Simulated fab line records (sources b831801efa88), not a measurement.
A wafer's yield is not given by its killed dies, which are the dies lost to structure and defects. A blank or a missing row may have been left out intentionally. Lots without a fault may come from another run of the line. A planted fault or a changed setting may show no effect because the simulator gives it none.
Which tool did it? | flow sky130 | Sampling: 14 lots, 42 wafers, 3 of 708 route steps

== WHAT THE GAUGES SHOWED, per wafer ==
SKY_VIA3_RS_MEAS_22: measurement is done with a four-point probe. Usual: VIA3_W_RS gives 0.292 ohm/sq (standard deviation 0.0033).
lot  | measured     | on            | VIA3_W_RS (ohm/sq)   | flag
L904 | day 40 06:32 | film metro-01 | 0.288 0.290 0.291    |
L905 | day 40 17:07 | film metro-01 | 0.289 0.289 0.300    |
L906 | day 40 21:55 | film metro-01 | 0.295 0.290 0.292    |
L907 | day 41 03:47 | film metro-02 | 0.293 0.289 0.301    |
L908 | day 41 13:26 | film metro-01 | 56.659 57.163 57.099 | OFF
L909 | day 42 05:12 | film metro-02 | 56.771 56.798 56.714 | OFF
L917 | day 44 06:58 | film metro-01 | 0.292 0.296 0.295    |
L918 | day 44 12:25 | film metro-01 | 0.298 0.293 0.292    |
L919 | day 44 18:06 | film metro-03 | 0.288 0.288 0.289    |
L920 | day 45 06:14 | film metro-02 | 0.295 0.296 0.290    |
L921 | day 45 09:31 | film metro-03 | 0.300 0.290 0.297    |
L922 | day 45 10:49 | film metro-01 | 0.292 0.293 0.295    |
L923 | day 45 15:14 | film metro-03 | 0.293 0.291 0.292    |
L925 | day 46 09:19 | film metro-02 | 0.291 0.296 0.293    |

SKY_VIA3_THK_MEAS_23: measures by xrf. Usual: VIA3_W_THK gives 400 nm (standard deviation 5.4).
lot  | measured     | on            | VIA3_W_THK (nm) | flag
L904 | day 40 06:38 | film metro-01 | 404 405 402     |
L905 | day 40 17:13 | film metro-01 | 406 405 388     |
L906 | day 40 22:01 | film metro-01 | 400 406 399     |
L907 | day 41 03:53 | film metro-02 | 405 412 396     |
L908 | day 41 13:33 | film metro-01 | - <0 <0         | OFF
L909 | day 42 05:18 | film metro-02 | <0 - <0         | OFF
L917 | day 44 07:05 | film metro-01 | 403 398 399     |
L918 | day 44 12:32 | film metro-01 | 399 403 405     |
L919 | day 44 18:13 | film metro-03 | 402 399 400     |
L920 | day 45 06:20 | film metro-02 | 402 401 411     |
L921 | day 45 09:38 | film metro-03 | 387 397 391     |
L922 | day 45 10:55 | film metro-01 | 401 399 394     |
L923 | day 45 15:21 | film metro-03 | 393 397 396     |
L925 | day 46 09:26 | film metro-02 | 406 398 399     |

== EACH LOT AND THE TOOL THAT RAN IT (in order: tool; ch and the chambers of the sampled wafers; start) ==
lot  | SKY_VIA3_CVD_21
L904 | cvd w-01 ch 1, day 40 06:19
L905 | cvd w-02 ch 0,1, day 40 16:58
L906 | cvd w-01 ch 0,1, day 40 21:47
L907 | cvd w-02 ch 0,1, day 41 03:38
L908 | cvd w-02 ch 0,1, day 41 13:18
L909 | cvd w-02 ch 0,1, day 42 05:05
L917 | cvd w-02 ch 0,1, day 44 06:50
L918 | cvd w-02 ch 0,1, day 44 12:17
L919 | cvd w-01 ch 1, day 44 17:59
L920 | cvd w-02 ch 0,1, day 45 06:05
L921 | cvd w-02 ch 0,1, day 45 09:23
L922 | cvd w-01 ch 0,1, day 45 10:41
L923 | cvd w-01 ch 0,1, day 45 15:07
L925 | cvd w-01 ch 0, day 46 09:04
- SKY_VIA3_CVD_21: deposits W, target thk 390 nm, time 117.31 s.

== AS READ BY THE TOOLS THEMSELVES (means over the sampled wafers that have a number; for cases with no such wafer, the mark the record gives instead) ==
SKY_VIA3_CVD_21. Usual: chamber pressure Torr 40.01 Torr, standard deviation 0.088; heater power outer w 516 W, standard deviation 37; heater power w 855 W, standard deviation 61.
lot  | tool     | chamber pressure Torr (Torr) | heater power outer w (W) | heater power w (W) | flag
L904 | cvd w-01 | 40.03                        | 550                      | 940                |
L905 | cvd w-02 | 40.05                        | 484                      | 803                |
L906 | cvd w-01 | 40.06                        | 532                      | 880                |
L907 | cvd w-02 | 40.10                        | 487                      | 814                |
L908 | cvd w-02 | -                            | -                        | -                  | OFF
L909 | cvd w-02 | -                            | -                        | -                  | OFF
L917 | cvd w-02 | 40.00                        | 470                      | 794                |
L918 | cvd w-02 | 39.98                        | 473                      | 779                |
L919 | cvd w-01 | 39.98                        | 564                      | 925                |
L920 | cvd w-02 | 40.02                        | 474                      | 781                |
L921 | cvd w-02 | 40.02                        | 466                      | 795                |
L922 | cvd w-01 | 39.89                        | 542                      | 897                |
L923 | cvd w-01 | 40.02                        | 549                      | 922                |
L925 | cvd w-01 | 39.96                        | 523                      | 856                |

== THE ANSWER, worked out from the rows above alone ==
Rule: take the mean of a lot's wafers that have a number; if it is more than 3 standard deviations from the usual mean, the lot is off. A lot without any number at a reading at which 4 lots or more have one is off too. All remaining lots with rows at the step are treated as sound. The gauges are gone through in route order, then the tools' own readings, and for those a lot's mean is taken as printed above. The first step at which some lot is off is used, and at that step the reading that is off furthest; a lot without a number counts as furthest.
Off: L908, L909, seen at SKY_VIA3_RS_MEAS_22 (VIA3_W_RS).
If a tool, at a process step before that reading, ran all the lots that are off and no sound lot after the first of them, it fits. Not tried: the gauges at SKY_VIA3_RS_MEAS_22; whatever is off there is also off at SKY_VIA3_CVD_21, on other tools, and gauge error can't account for it. Of those tried, none fits.

== WHAT THE SIMULATOR PUT IN ==
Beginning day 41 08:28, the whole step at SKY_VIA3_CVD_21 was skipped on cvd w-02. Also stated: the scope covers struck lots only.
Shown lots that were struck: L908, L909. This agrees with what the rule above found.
